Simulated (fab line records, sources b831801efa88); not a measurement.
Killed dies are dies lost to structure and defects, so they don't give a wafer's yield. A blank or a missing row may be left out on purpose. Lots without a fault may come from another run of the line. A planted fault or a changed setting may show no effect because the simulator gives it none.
Which tool did it? | flow sky130 | 24 lots, 72 wafers sampled, at 6 steps of a route of 708

WHAT THE GAUGES READ, wafer by wafer
SKY_CAPM_OVL_MEAS_12. Usual: CAPM_OVL -1.3 nm, standard deviation 1.6.
lot  | measured     | on         | CAPM_OVL (nm)  | flag
L074 | day 36 20:08 | overlay-02 | -3.2 -2.2 -2.9 |
L075 | day 37 10:12 | overlay-01 | 0.6 0.5 0.7    |
L076 | day 37 21:56 | overlay-01 | -1.4 -1.7 -1.0 |
L077 | day 37 23:51 | overlay-01 | -2.1 -2.1 -3.8 |
L078 | day 38 17:39 | overlay-02 | -3.7 -2.0 -1.8 |
L079 | day 38 17:45 | overlay-01 | -3.0 -3.8 -3.1 |
L080 | day 39 04:15 | overlay-01 | -3.1 -2.4 -2.4 |
L081 | day 39 10:23 | overlay-02 | -3.1 -2.2 -3.8 |
L082 | day 39 18:38 | overlay-01 | -1.4 -2.9 -1.8 |
L083 | day 40 18:29 | overlay-02 | 0.8 2.0 0.3    |
L084 | day 40 19:54 | overlay-01 | -2.9 -2.0 -4.4 |
L085 | day 40 22:24 | overlay-02 | -1.2 -3.2 -1.7 |
L086 | day 41 11:45 | overlay-02 | 1.6 -0.7 0.7   |
L087 | day 42 02:59 | overlay-01 | -0.5 -1.0 0.7  |
L088 | day 42 11:35 | overlay-02 | 0.7 1.6 1.4    |
L089 | day 42 16:45 | overlay-01 | -1.8 -0.9 -2.7 |
L090 | day 42 18:25 | overlay-01 | -1.4 0.4 -0.6  |
L091 | day 42 21:18 | overlay-02 | 0.7 1.6 1.8    |
L092 | day 42 22:11 | overlay-01 | -2.7 -1.7 -1.7 |
L093 | day 43 02:18 | overlay-01 | -0.2 -2.0 -1.5 |
L094 | day 43 06:04 | overlay-02 | -1.5 -1.6 -2.1 |
L095 | day 44 03:14 | overlay-01 | -1.1 -0.4 0.4  |
L096 | day 44 03:38 | overlay-02 | -1.5 -1.0 -0.7 |
L097 | day 44 15:14 | overlay-01 | -2.3 0.4 0.5   |

SKY_METAL3_OVL_MEAS_14. Usual: METAL3_OVL 3 nm, standard deviation 5.5.
lot  | measured     | on         | METAL3_OVL (nm) | flag
L074 | day 37 22:35 | overlay-02 | 11 14 9         |
L075 | day 38 12:27 | overlay-02 | 6 7 4           |
L076 | day 38 23:49 | overlay-02 | 0 1 0           |
L077 | day 39 01:48 | overlay-02 | 8 7 4           |
L078 | day 39 19:25 | overlay-01 | 0 0 3           |
L079 | day 39 19:48 | overlay-02 | 8 4 1           |
L080 | day 40 05:52 | overlay-02 | -2 2 -3         |
L081 | day 40 12:55 | overlay-02 | 7 6 2           |
L082 | day 40 20:40 | overlay-02 | -1 -1 2         |
L083 | day 41 19:25 | overlay-01 | -1 0 2          |
L084 | day 41 20:36 | overlay-01 | 0 -8 -2         |
L085 | day 41 23:07 | overlay-01 | 3 4 4           |
L086 | day 42 12:51 | overlay-01 | 3 4 1           |
L087 | day 43 03:08 | overlay-01 | -5 -1 -1        |
L088 | day 43 11:36 | overlay-02 | 3 10 11         |
L089 | day 43 16:20 | overlay-02 | -1 -2 -2        |
L090 | day 43 17:27 | overlay-01 | 7 5 5           |
L091 | day 43 20:30 | overlay-02 | 13 8 1          |
L092 | day 43 21:56 | overlay-02 | -5 -7 -7        |
L093 | day 44 01:34 | overlay-02 | 13 5 14         |
L094 | day 44 05:06 | overlay-01 | 6 0 6           |
L095 | day 45 01:48 | overlay-01 | -1 -18 -11      |
L096 | day 45 02:39 | overlay-02 | 1 5 4           |
L097 | day 45 12:40 | overlay-01 | 3 6 -1          |

SKY_VIA4_OVL_MEAS_11. Usual: VIA4_OVL -0.2 nm, standard deviation 1.3.
lot  | measured     | on         | VIA4_OVL (nm)  | flag
L074 | day 42 05:29 | overlay-01 | -0.5 -0.5 -1.6 |
L075 | day 42 19:00 | overlay-01 | 0.0 -0.4 0.3   |
L076 | day 43 05:05 | overlay-01 | -1.0 -1.0 -1.4 |
L077 | day 43 07:41 | overlay-02 | -0.3 -1.3 -0.4 |
L078 | day 44 00:17 | overlay-02 | -1.4 1.3 0.6   |
L079 | day 44 00:23 | overlay-01 | 1.0 -0.3 0.6   |
L080 | day 44 07:41 | overlay-02 | -3.6 -3.5 -3.0 |
L081 | day 44 14:11 | overlay-01 | 2.0 0.5 0.6    |
L082 | day 44 22:29 | overlay-01 | -1.2 0.2 0.7   |
L083 | day 45 16:59 | overlay-01 | 1.2 0.9 1.1    |
L084 | day 45 18:27 | overlay-01 | 1.0 -0.2 0.4   |
L085 | day 46 00:09 | overlay-01 | 0.6 0.6 0.3    |
L086 | day 46 07:59 | overlay-02 | -0.2 -1.3 0.5  |
L087 | day 46 22:05 | overlay-01 | 0.5 1.2 -0.8   |
L088 | day 47 06:08 | overlay-02 | -1.5 -1.2 -2.2 |
L089 | day 47 07:27 | overlay-01 | -0.9 0.6 -1.1  |
L090 | day 47 07:50 | overlay-01 | -0.6 0.4 0.5   |
L091 | day 47 09:05 | overlay-01 | -1.2 -1.0 -0.8 |
L092 | day 47 11:32 | overlay-02 | 0.9 0.7 -0.6   |
L093 | day 47 16:39 | overlay-02 | -1.5 -1.3 -0.8 |
L094 | day 47 21:26 | overlay-02 | -0.6 -0.6 1.0  |
L095 | day 48 13:41 | overlay-01 | -1.4 -1.1 -0.8 |
L096 | day 48 14:35 | overlay-02 | 2.5 1.2 1.3    |
L097 | day 48 19:49 | overlay-02 | 1.2 2.2 1.1    |

SKY_METAL5_RS_MEAS_05: measures by four-point-probe. Usual: METAL5_ALCU_RS 0.02576 ohm/sq, standard deviation 0.00028.
lot  | measured     | on            | METAL5_ALCU_RS (ohm/sq) | flag
L074 | day 42 07:04 | film_metro-04 | 0.02572 0.02561 0.02578 |
L075 | day 42 20:37 | film_metro-04 | 0.02541 0.02553 0.02555 |
L076 | day 43 06:41 | film_metro-03 | 0.02603 0.0259 0.02587  |
L077 | day 43 09:16 | film_metro-03 | 0.02591 0.02565 0.02561 |
L078 | day 44 01:54 | film_metro-04 | 0.02603 0.02586 0.02598 |
L079 | day 44 02:02 | film_metro-02 | 0.02563 0.02528 0.02538 |
L080 | day 44 09:19 | film_metro-02 | 0.02548 0.0254 0.02532  |
L081 | day 44 15:47 | film_metro-02 | 0.02566 0.02569 0.02578 |
L082 | day 45 00:04 | film_metro-03 | 0.02535 0.02548 0.0255  |
L083 | day 45 18:33 | film_metro-02 | 0.02541 0.02558 0.0255  |
L084 | day 45 20:15 | film_metro-03 | 0.02575 0.02606 0.02588 |
L085 | day 46 01:44 | film_metro-04 | 0.02605 0.02608 0.02606 |
L086 | day 46 09:53 | film_metro-03 | 0.02563 0.026 0.02542   |
L087 | day 47 04:14 | film_metro-04 | 0.02599 0.02562 0.02593 |
L088 | day 47 12:47 | film_metro-04 | 0.02615 0.02621 0.02628 |
L089 | day 47 13:59 | film_metro-02 | 0.02583 0.02611 0.02601 |
L090 | day 47 14:33 | film_metro-03 | 0.02609 0.02588 0.02629 |
L091 | day 47 15:56 | film_metro-02 | 0.02609 0.02573 0.02602 |
L092 | day 47 18:01 | film_metro-03 | 0.0255 0.02557 0.02567  |
L093 | day 47 21:04 | film_metro-04 | 0.02543 0.02599 0.02575 |
L094 | day 48 00:01 | film_metro-03 | 0.02549 0.02541 0.02586 |
L095 | day 48 15:18 | film_metro-03 | 0.02623 0.02631 0.02632 |
L096 | day 48 16:12 | film_metro-03 | 0.02557 0.02545 0.02583 |
L097 | day 48 21:23 | film_metro-04 | 0.02593 0.02586 0.02538 |

WHICH TOOL RAN EACH LOT (tool, then ch and the chambers of the sampled wafers, then the start)
lot  | SKY_CONTACT_ETCH_16                | SKY_VIA4_CMP_21
L074 | rie_diel-02 ch 0,1,3, day 30 23:50 | cmp-01 ch 1,2,3, day 42 06:35
L075 | rie_diel-03 ch 1,2,3, day 31 14:59 | cmp-01 ch 0,2,3, day 42 20:16
L076 | rie_diel-03 ch 0,1,2, day 32 01:23 | cmp-01 ch 0,1,2, day 43 06:16
L077 | rie_diel-03 ch 1,2, day 32 04:47   | cmp-01 ch 0,1,2, day 43 08:53
L078 | rie_diel-01 ch 1,2,3, day 32 22:17 | cmp-01 ch 0,1, day 44 01:23
L079 | rie_diel-02 ch 1,2,3, day 32 23:08 | cmp-02 ch 0,2,3, day 44 01:35
L080 | rie_diel-01 ch 1,3, day 33 10:09   | cmp-02 ch 0,1,3, day 44 08:49
L081 | rie_diel-01 ch 1,2, day 33 17:38   | cmp-01 ch 0,1,3, day 44 15:20
L082 | rie_diel-01 ch 0,1,3, day 34 01:47 | cmp-01 ch 1,2,3, day 44 23:38
L083 | rie_diel-03 ch 0,1,2, day 35 00:50 | cmp-02 ch 1,2,3, day 45 18:04
L084 | rie_diel-03 ch 1,2, day 35 03:50   | cmp-01 ch 0,3, day 45 19:49
L085 | rie_diel-01 ch 0,2,3, day 35 06:14 | cmp-01 ch 1,2,3, day 46 01:17
L086 | rie_diel-03 ch 0,2,3, day 35 22:50 | cmp-02 ch 0,1,2, day 46 09:23
L087 | rie_diel-01 ch 1,2,3, day 36 14:29 | cmp-01 ch 0,2,3, day 47 03:46
L088 | rie_diel-02 ch 1,2,3, day 37 00:56 | cmp-01 ch 0,1, day 47 12:20
L089 | rie_diel-02 ch 1,2,3, day 37 06:59 | cmp-01 ch 0,1,3, day 47 13:35
L090 | rie_diel-02 ch 0,1,3, day 37 08:08 | cmp-01 ch 1,2,3, day 47 14:08
L091 | rie_diel-01 ch 0,1,3, day 37 10:41 | cmp-02 ch 0,2,3, day 47 15:27
L092 | rie_diel-01 ch 0,2, day 37 11:56   | cmp-02 ch 1,3, day 47 17:36
L093 | rie_diel-01 ch 0,3, day 37 15:56   | cmp-02 ch 0,3, day 47 20:33
L094 | rie_diel-02 ch 0,1, day 37 21:35   | cmp-02 ch 2,3, day 47 23:36
L095 | rie_diel-01 ch 0,1,3, day 38 20:20 | cmp-02 ch 1,2,3, day 48 14:55
L096 | rie_diel-02 ch 1,2,3, day 38 21:20 | cmp-01 ch 1,2,3, day 48 15:44
L097 | rie_diel-02 ch 2,3, day 39 12:18   | cmp-01 ch 0,2, day 48 20:58
- SKY_CONTACT_ETCH_16: etches BARC in N2/H2, stops on SiO2, time 45.9 s, target depth 60 nm.
- SKY_VIA4_CMP_21: polishes, stops on SiO2, t overpolish 25 s, target thk 0 nm.

WHAT THE TOOLS THEMSELVES READ (means of the sampled wafers that have a number; where no wafer has one, the mark that the record gives instead)
SKY_CONTACT_ETCH_16. Usual: drypump_motor_current_A 6.0 A, standard deviation 0.44; oes_product_au 0.854 a.u., standard deviation 0.0043; throttle_valve_pct 13.224 %, standard deviation 0.009.
lot  | tool        | drypump_motor_current_A (A) | oes_product_au (a.u.) | throttle_valve_pct (%) | flag
L074 | rie_diel-02 | 6.3                         | 0.856                 | 13.218                 |
L075 | rie_diel-03 | 5.6                         | 0.851                 | 13.221                 |
L076 | rie_diel-03 | 5.4                         | 0.854                 | 13.219                 |
L077 | rie_diel-03 | 5.5                         | 0.853                 | 13.232                 |
L078 | rie_diel-01 | 6.3                         | 0.857                 | 13.218                 |
L079 | rie_diel-02 | 6.2                         | 0.855                 | 13.221                 |
L080 | rie_diel-01 | 6.5                         | 0.853                 | 13.215                 |
L081 | rie_diel-01 | 6.3                         | 0.855                 | 13.219                 |
L082 | rie_diel-01 | 6.2                         | 0.858                 | 13.227                 |
L083 | rie_diel-03 | 5.4                         | 0.854                 | 13.221                 |
L084 | rie_diel-03 | 5.5                         | 0.858                 | 13.217                 |
L085 | rie_diel-01 | 6.0                         | 0.853                 | 13.222                 |
L086 | rie_diel-03 | 5.5                         | 0.857                 | 13.221                 |
L087 | rie_diel-01 | 6.3                         | 0.858                 | 13.222                 |
L088 | rie_diel-02 | 6.1                         | 0.852                 | 13.225                 |
L089 | rie_diel-02 | 6.2                         | 0.854                 | 13.225                 |
L090 | rie_diel-02 | 6.3                         | 0.851                 | 13.222                 |
L091 | rie_diel-01 | 6.2                         | 0.851                 | 13.235                 |
L092 | rie_diel-01 | 5.7                         | 0.852                 | 13.230                 |
L093 | rie_diel-01 | 6.3                         | 0.851                 | 13.222                 |
L094 | rie_diel-02 | 6.3                         | 0.854                 | 13.227                 |
L095 | rie_diel-01 | 6.2                         | 0.858                 | 13.229                 |
L096 | rie_diel-02 | 6.2                         | 0.855                 | 13.222                 |
L097 | rie_diel-02 | 6.2                         | 0.854                 | 13.219                 |

SKY_VIA4_CMP_21. Usual: motor_current_A 11.4 A, standard deviation 1; overpolish_run_s 25.000 s, standard deviation 0.0094; time_to_endpoint_s 123 s, standard deviation 4.
lot  | tool   | motor_current_A (A) | overpolish_run_s (s) | time_to_endpoint_s (s) | flag
L074 | cmp-01 | 12.5                | 24.996               | 125                    |
L075 | cmp-01 | 11.7                | 25.008               | 127                    |
L076 | cmp-01 | 12.1                | 25.007               | 126                    |
L077 | cmp-01 | 11.9                | 24.995               | 128                    |
L078 | cmp-01 | 11.0                | 25.005               | 123                    |
L079 | cmp-02 | 11.1                | 25.007               | 125                    |
L080 | cmp-02 | 10.7                | 24.995               | 121                    |
L081 | cmp-01 | 11.3                | 25.000               | 116                    |
L082 | cmp-01 | 12.0                | 24.998               | 125                    |
L083 | cmp-02 | 11.0                | 24.997               | 120                    |
L084 | cmp-01 | 11.1                | 25.001               | 123                    |
L085 | cmp-01 | 12.1                | 25.013               | 123                    |
L086 | cmp-02 | 11.4                | 25.004               | 125                    |
L087 | cmp-01 | 11.2                | 24.995               | 121                    |
L088 | cmp-01 | 11.3                | 25.003               | 123                    |
L089 | cmp-01 | 11.5                | 25.007               | 122                    |
L090 | cmp-01 | 12.0                | 24.999               | 123                    |
L091 | cmp-02 | 11.5                | 24.992               | 124                    |
L092 | cmp-02 | 9.9                 | 25.008               | 125                    |
L093 | cmp-02 | 11.3                | 24.997               | 123                    |
L094 | cmp-02 | 11.3                | 25.007               | 124                    |
L095 | cmp-02 | 10.7                | 25.002               | 121                    |
L096 | cmp-01 | 12.3                | 24.996               | 120                    |
L097 | cmp-01 | 11.8                | 24.993               | 118                    |

THE ANSWER, worked out from the rows above alone
Rule: a lot is off if the mean of its wafers that have a number lies more than 3 standard deviations from the usual mean. A lot without any number at a reading at which 4 lots or more have one is off too. The other lots that the step has rows for count as sound. The gauges are gone through in route order, then the tools' own readings, and for those a lot's mean is taken as printed above. The first step at which some lot is off is used, and at that step the reading that is off furthest; a lot without a number counts as furthest.
No lot is off at any reading shown: from this, nothing can be told.

WHAT THE SIMULATOR HAD PUT IN
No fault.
